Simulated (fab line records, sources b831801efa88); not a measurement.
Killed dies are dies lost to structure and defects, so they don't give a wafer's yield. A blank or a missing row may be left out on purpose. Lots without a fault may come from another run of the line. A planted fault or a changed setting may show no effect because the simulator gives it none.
Which tool did it? | flow sky130 | 15 lots, 45 wafers sampled, at 4 steps of a route of 708

WHAT THE GAUGES READ, wafer by wafer
SKY_POLY_CUT_OVL_MEAS_09.
lot  | measured     | on         | POLY_CUT_OVL (nm)
L918 | day 24 12:52 | overlay-02 | 1 2 -6
L919 | day 24 23:37 | overlay-02 | 1 7 2
L920 | day 25 06:27 | overlay-02 | 7 12 9
L922 | day 25 17:21 | overlay-01 | 0 1 -3
L923 | day 26 04:10 | overlay-02 | 3 6 9
L931 | day 28 17:37 | overlay-01 | 12 6 10
L932 | day 29 03:01 | overlay-01 | 4 -2 1
L933 | day 29 19:44 | overlay-01 | -1 4 7
L934 | day 29 23:04 | overlay-01 | -2 3 3
L935 | day 30 02:13 | overlay-02 | 7 8 8
L936 | day 30 04:43 | overlay-02 | 7 11 5
L937 | day 31 00:14 | overlay-02 | 5 2 -5
L938 | day 31 02:16 | overlay-02 | 3 -4 -9
L939 | day 31 07:01 | overlay-01 | 4 4 4
L940 | day 31 17:22 | overlay-02 | -1 5 -2

SKY_CONTACT_OVL_MEAS_15.
lot  | measured     | on         | CONTACT_OVL (nm)
L918 | day 31 22:04 | overlay-02 | -1 -4 -10
L919 | day 32 05:43 | overlay-01 | 11 8 4
L920 | day 32 13:01 | overlay-02 | 7 3 4
L922 | day 32 23:42 | overlay-02 | -7 -11 -7
L923 | day 33 08:39 | overlay-01 | -3 -1 -4
L931 | day 35 17:13 | overlay-02 | -4 -9 -6
L932 | day 36 01:58 | overlay-01 | -1 -8 -5
L933 | day 36 14:41 | overlay-02 | 2 -7 1
L934 | day 36 21:19 | overlay-01 | -8 -11 -10
L935 | day 37 00:04 | overlay-02 | 5 1 -7
L936 | day 37 01:22 | overlay-02 | -4 -3 0
L937 | day 37 18:25 | overlay-02 | -8 4 -5
L938 | day 37 22:46 | overlay-02 | -7 -6 -5
L939 | day 38 03:14 | overlay-01 | 0 -2 -4
L940 | day 38 11:52 | overlay-01 | -1 -5 -10

SKY_VIA1_OVL_MEAS_13.
lot  | measured     | on         | VIA1_OVL (nm)
L918 | day 34 06:46 | overlay-02 | -1 -5 -5
L919 | day 34 15:19 | overlay-02 | -13 -4 -5
L920 | day 34 21:36 | overlay-01 | 0 -1 -7
L922 | day 35 08:46 | overlay-01 | -10 -12 -16
L923 | day 35 16:10 | overlay-02 | -2 -1 0
L931 | day 38 00:28 | overlay-02 | -3 -8 0
L932 | day 38 08:08 | overlay-02 | -4 -5 -4
L933 | day 38 20:44 | overlay-01 | -11 -3 -3
L934 | day 39 04:34 | overlay-02 | -7 -7 -5
L935 | day 39 06:37 | overlay-02 | -5 -16 6
L936 | day 39 07:58 | overlay-02 | 3 3 6
L937 | day 40 00:14 | overlay-01 | -11 -14 -8
L938 | day 40 04:07 | overlay-02 | -7 -2 -6
L939 | day 40 07:35 | overlay-02 | -5 1 1
L940 | day 40 16:19 | overlay-01 | 3 0 -7

WHICH TOOL RAN EACH LOT (tool, then ch and the chambers of the sampled wafers, then the start)
lot  | SKY_VT_ADJUST_LVTN_DEVELOP_17
L918 | litho_track-01 ch 0, day 8 01:32
L919 | litho_track-04 ch 0, day 8 07:50
L920 | litho_track-04 ch 0, day 8 12:44
L922 | litho_track-02 ch 0, day 9 00:00
L923 | litho_track-01 ch 0, day 9 06:20
L931 | litho_track-01, day 11 06:31
L932 | litho_track-01, day 11 16:02
L933 | litho_track-02, day 12 04:12
L934 | litho_track-04 ch 0, day 12 05:14
L935 | litho_track-02 ch 0, day 12 07:46
L936 | litho_track-04 ch 0, day 12 14:29
L937 | litho_track-02 ch 0, day 13 02:58
L938 | litho_track-01 ch 0, day 13 04:44
L939 | litho_track-02 ch 0, day 13 12:25
L940 | litho_track-02 ch 0, day 13 21:37
- SKY_VT_ADJUST_LVTN_DEVELOP_17: develop time 60 s.

WHAT THE TOOLS THEMSELVES READ (means of the sampled wafers that have a number; where no wafer has one, the mark that the record gives instead)
SKY_VT_ADJUST_LVTN_DEVELOP_17.
lot  | tool           | chill_plate_temp_C (C)
L918 | litho_track-01 | 23.04
L919 | litho_track-04 | 22.97
L920 | litho_track-04 | 23.08
L922 | litho_track-02 | 23.05
L923 | litho_track-01 | 22.96
L931 | litho_track-01 | -
L932 | litho_track-01 | -
L933 | litho_track-02 | -
L934 | litho_track-04 | 22.98
L935 | litho_track-02 | 22.85
L936 | litho_track-04 | 22.91
L937 | litho_track-02 | 23.07
L938 | litho_track-01 | 23.05
L939 | litho_track-02 | 22.98
L940 | litho_track-02 | 23.02

THE ANSWER, worked out from the rows above alone
Rule: what is usual is taken from the lots themselves. Put in order of their means at a reading, lots are off if they are a third of the lots or fewer, leave a main group of 4 or more, and stand apart from it by a gap of 3 or more times the standard deviation of the main group's means; of several such gaps the widest counts. A main group whose means are all the same, to the digits that the tables above print for the reading, isn't used. A lot without any number at a reading at which 4 lots or more have one is off too. The other lots that the step has rows for count as sound. The gauges are gone through in route order, then the tools' own readings, and for those a lot's mean is taken as printed above. The first step at which some lot is off is used, and at that step the reading that is off furthest; a lot without a number counts as furthest.
Off: L931, L932, L933, at SKY_VT_ADJUST_LVTN_DEVELOP_17 (chill_plate_temp_C). Without a number there: L931, L932, L933. The main group: mean 23.00 C, standard deviation 0.066.
A tool fits if, at that step or a process step before it, it ran every lot that is off, and no sound lot after the first of them. None of those tried fits.

WHAT THE SIMULATOR HAD PUT IN
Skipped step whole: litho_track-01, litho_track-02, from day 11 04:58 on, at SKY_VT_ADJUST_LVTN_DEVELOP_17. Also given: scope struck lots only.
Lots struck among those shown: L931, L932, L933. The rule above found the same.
